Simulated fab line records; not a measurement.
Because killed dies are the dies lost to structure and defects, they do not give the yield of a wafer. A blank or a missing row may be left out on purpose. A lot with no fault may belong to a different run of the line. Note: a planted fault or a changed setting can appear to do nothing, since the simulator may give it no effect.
A struck lot beside a sound one	flow sky130	15 steps out of a route of 708
Sound: the wafers L829.1, L829.2, L829.6. Struck: wafers L837.3, L837.6. At the end, the cause is stated.
For every step that has rows: the tool of each side, followed by ch and its chambers, followed by its first start. Under that, the readings that differ: sound wafers	struck wafers	difference of the means	sigmas: that difference in standard deviations of wafers without a fault.
alike: words and numbers the same on both sides, and readings whose means are apart by under 2 such deviations; not compared: readings that were withheld, readings missing a value for some wafer, numbers with overlapping values and no deviation given by the record, and bounds like >300 which may hide the same value.
The two part at a step that has a row with sigmas, a row that says differs or no value, or rows on one side only. Numbers that have no deviation but don't overlap get no sigmas and don't part them. A reading that every wafer of one side lacks parts them only if that side has two wafers or more.

SKY_METAL3_STRIP_19: strips in O2/N2.
  sound on plasmaAsher-02 ch 0,1, day 40 07:56; struck on plasmaAsher-03 ch 1, day 42 19:37
  alike: drypumpMotorCurrentA, o2FlowSccm, oesProductAu, stripTimeToEndpointS
  not compared: rfHoursCounterH
then, 4 steps without rows for these wafers: SKY_METAL3_STRIP_20 (strips in post etch residue remover, time 1200 s); SKY_METAL3_CLEAN_21 (cleans in IPA, time 180 s); SKY_METAL3_CLEAN_22 (cleans in O3/DIW); SKY_VIA3_HDPCVD_00 (deposits SiO2, target thk 1635 nm, time 272.5 s).
SKY_VIA3_THK_MEAS_01:
  sound on filmMetro-02, day 40 08:44; struck on filmMetro-03, day 42 20:27
  alike: VIA3_HDPCVD_THK
SKY_VIA3_CMP_02: polishes SiO2.
  sound on cmp-02 ch 0,2, day 40 08:50; struck on cmp-01 ch 2, day 42 20:32
  alike: motorCurrentA, retainingRingPressureFrac, slurryFilterDpKPa
SKY_VIA3_BOW_MEAS_03:
  sound on filmMetro-02, day 40 09:05; struck on filmMetro-03, day 42 20:50
  alike: VIA3_BOW
then, 4 steps without rows for these wafers: SKY_VIA3_DEHYDRATE_04 (time 60 s); SKY_VIA3_HMDS_05 (prime time 60 s); SKY_VIA3_COAT_06 (resist thk 60 nm); SKY_VIA3_COAT_07 (resist thk 450 nm).
SKY_VIA3_SOFTBAKE_08: time 90 s.
  sound on lithoTrack-01 ch 0, day 40 21:00; struck on lithoTrack-01 ch 0, day 43 07:00
reading	sound	struck	difference	sigmas
heaterPowerTotalW (W)	57.22 57.42 57.35	60.33 60.35	+3.01	+25
runLengthS (s)	119.15 119.13 119.18	106.80 106.54	-12.48	-62
then, 1 step without rows for these wafers: SKY_VIA3_EXPOSE_09 (exposes mask VIM3, target cd 200 nm).
-- the record jumps here: 6 days lie between the struck wafers' starts before and after (it left off in module VIA3 and takes up again in module PAD_OPEN, whose first step shown is number 708 of the route) --
SKY_PAD_OPEN_PROBE_99:
  sound on prober-02, day 47 05:43; struck on prober-02, day 49 05:40
  alike: defectLimitedYield, killed_at_M0_to_M3, killed_at_M4_up, killedAtContacts, killedAtFrontEnd, killedAtOther, killedDies, killedOpen, killedShort, sort_bin_3_pad_short, sort_bin_5_function, sort_bin_6_memory, sortNPass, sortYieldPct

## WHERE THEY PART
Only at SKY_VIA3_SOFTBAKE_08, as far as this record shows. Later steps at which nothing parts them and some readings are alike: SKY_PAD_OPEN_PROBE_99.

WHY: what the simulator had put in
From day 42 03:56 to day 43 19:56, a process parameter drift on lithoTrack-01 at SKY_VIA3_SOFTBAKE_08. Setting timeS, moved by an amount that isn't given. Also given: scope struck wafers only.
